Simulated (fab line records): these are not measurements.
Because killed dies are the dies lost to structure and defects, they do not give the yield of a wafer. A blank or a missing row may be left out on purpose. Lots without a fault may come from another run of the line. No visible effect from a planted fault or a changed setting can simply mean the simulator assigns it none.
Matching of chambers -- flow sky130 -- SKY_VIA3_ETCH_15 on rie-diel-01 has 4 sister chambers
The step etches SiO2 in C4F8/O2/Ar, stops on TiN, target depth 507 nm, time 78 s. 4 wafers are shown with their chamber, then 9 later ones without.

== WAFERS PAIRED WITH THEIR CHAMBERS ==
wafer,chamber,rf-fwd-power-W (W)
L801.6,1,1496
L811.4,0,1498
L819.5,3,1495
L819.6,2,1493

== WAFERS WHOSE CHAMBER IS MISSING ==
wafer,rf-fwd-power-W (W)
L820.1,1491
L820.2,1488
L820.4,1492
L822.3,1492
L822.4,1482
L822.5,1485
L824.4,1490
L824.5,1487
L824.6,1492

== CHAMBER TAKEN BY EACH ==
wafer,from the rows above,in truth
L820.1,can't be placed: 2 or 3 or 1 or 0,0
L820.2,can't be placed: 2 or 3 or 1 or 0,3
L820.4,can't be placed: 2 or 3 or 1 or 0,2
L822.3,can't be placed: 2 or 3 or 1 or 0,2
L822.4,can't be placed: 2 or 3 or 1 or 0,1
L822.5,can't be placed: 2 or 3 or 1 or 0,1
L824.4,can't be placed: 2 or 3 or 1 or 0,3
L824.5,can't be placed: 2 or 3 or 1 or 0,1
L824.6,can't be placed: 2 or 3 or 1 or 0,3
Correctly placed: 0 of 9. Not placeable from these rows: 9 (in 9, the candidates include the true chamber). Wrongly placed: 0.
How it was worked out, from the rows above alone: a wafer's distance from a chamber is the root of the sum, over the readings, of the square of ((its reading less the chamber's mean) divided by the reading's scatter). If the next closest chamber is less than 2 further off than the closest, the wafer can't be placed; otherwise it belongs to the closest. The mean given for a chamber averages the wafers shown for that chamber. The scatter: with one shown wafer a chamber, the root of the mean of the squares of how far each hidden wafer lies from its nearest shown one.
